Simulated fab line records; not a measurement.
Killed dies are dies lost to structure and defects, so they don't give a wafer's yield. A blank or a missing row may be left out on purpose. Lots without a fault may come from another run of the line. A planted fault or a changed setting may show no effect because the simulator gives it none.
Code-filled problem report in 8D (eight disciplines) form + flow gf180mcu + the parts of the form that need people (team, actions taken, sign-off) are left out

== 1. THE PROBLEM ==
Wafers free of any fault read 46.14 ohm/sq (standard deviation 0.077) for NSD_RS at GF_PSD_RS_MEAS_14, against a mean of 48.56 ohm/sq on 6 wafers of 2 lots. Measured from the usual mean, that is +31 standard deviations.
The step: measures by four-point-probe.
Seen first at day 20 19:08 on film-metro-04, wafer L692.1. The record holds 36 wafers of 12 lots with a number at this step. The rule behind "out" and "out of limits": a value lying over 4 standard deviations away from the usual mean. Any other wafer with a number is counted as sound.

== 2. WHAT IT IS AND WHAT IT IS NOT ==
| question                    | is                           | is not                                                              |
|-----------------------------|------------------------------|---------------------------------------------------------------------|
| which readings at this step | NSD_RS                       | -                                                                   |
| which lots                  | L692, L693                   | L674, L677, L678, L679, L681, L683, L685, L687, L691, L696          |
| which wafers of those lots  | all that have a number       | -                                                                   |
| read on which gauges        | film-metro-01, film-metro-04 | film-metro-02                                                       |
| when                        | from day 20 19:08            | up to then (27 sound wafers); but 3 sound wafers of L696 came after |

== 3. THE SUSPECTS, EACH WITH WHAT RULES IT OUT ==
Counting: a tool at any process step up to the reading remains a suspect when it ran all the lots that are out and ran no sound lot after the first of those.
- the gauge at GF_PSD_RS_MEAS_14: ruled out. 2 gauges (film-metro-01, film-metro-04) read the wafers that are out.
- rtp-anneal-01 at GF_PSD_RTA_13 (time 20 s): kept. It processed each lot that is out, first L692 at day 20 19:03, and no sound lot thereafter; up to then, the last sound lot it processed was L691 at day 20 07:38. Its own wafer_temp_C_max readings are out on those wafers.
Remaining after the count: rtp-anneal-01 at GF_PSD_RTA_13.

== 4. THE CAUSE (what the simulator had put in) ==
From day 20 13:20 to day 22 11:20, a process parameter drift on rtp-anneal-01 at GF_PSD_RTA_13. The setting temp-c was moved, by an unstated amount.
This tool alone remained once counting was done.

== 5. THE EFFECT CHAIN, in route order ==
One row per reading whose mean, taken over the struck wafers that have a number, lies over 3 standard deviations from the usual. Only readings for which the record gives a usual standard deviation are gone through. hours: the time from each lot's start at the first step in this table that gives one to its start at this step, as a median over the lots. sigmas: the change in usual standard deviations.
| hours | step              | reading          | usual         | on struck wafers | change | sigmas |
|-------|-------------------|------------------|---------------|------------------|--------|--------|
| 0     | GF_PSD_RTA_13     | wafer_temp_C_max | 1028.5        | 1008.6           | -19.9  | -17    |
| 0     | GF_PSD_RS_MEAS_14 | NSD_RS           | 46.14 ohm/sq  | 48.56            | +2.42  | +31    |
| 0     | GF_PSD_RS_MEAS_15 | PSD_RS           | 108.54 ohm/sq | 121.02           | +12.48 | +45    |
It contains these process steps:
- GF_PSD_RTA_13: time 20 s.
Later measuring or inspecting steps at which every struck wafer that the step has a row for has a number for every such reading, and none has moved that far: GF_SALICIDE_RS_MEAS_04.

== 6. HOW IT WOULD HAVE BEEN CAUGHT EARLIER ==
In this record the first reading out of limits at a measuring or inspecting step was taken at day 20 19:08, 6 hours after the fault began at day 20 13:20.
Tool's own readings at GF_PSD_RTA_13, wafer_temp_C_max: out on all struck wafers the step has rows for; an alarm limit on them would have tripped on the first.
Among the 2 lots that are out, L693 began GF_PSD_RTA_13 on rtp-anneal-01 after day 20 19:08. It would have been spared by a hold on the tool at that moment.
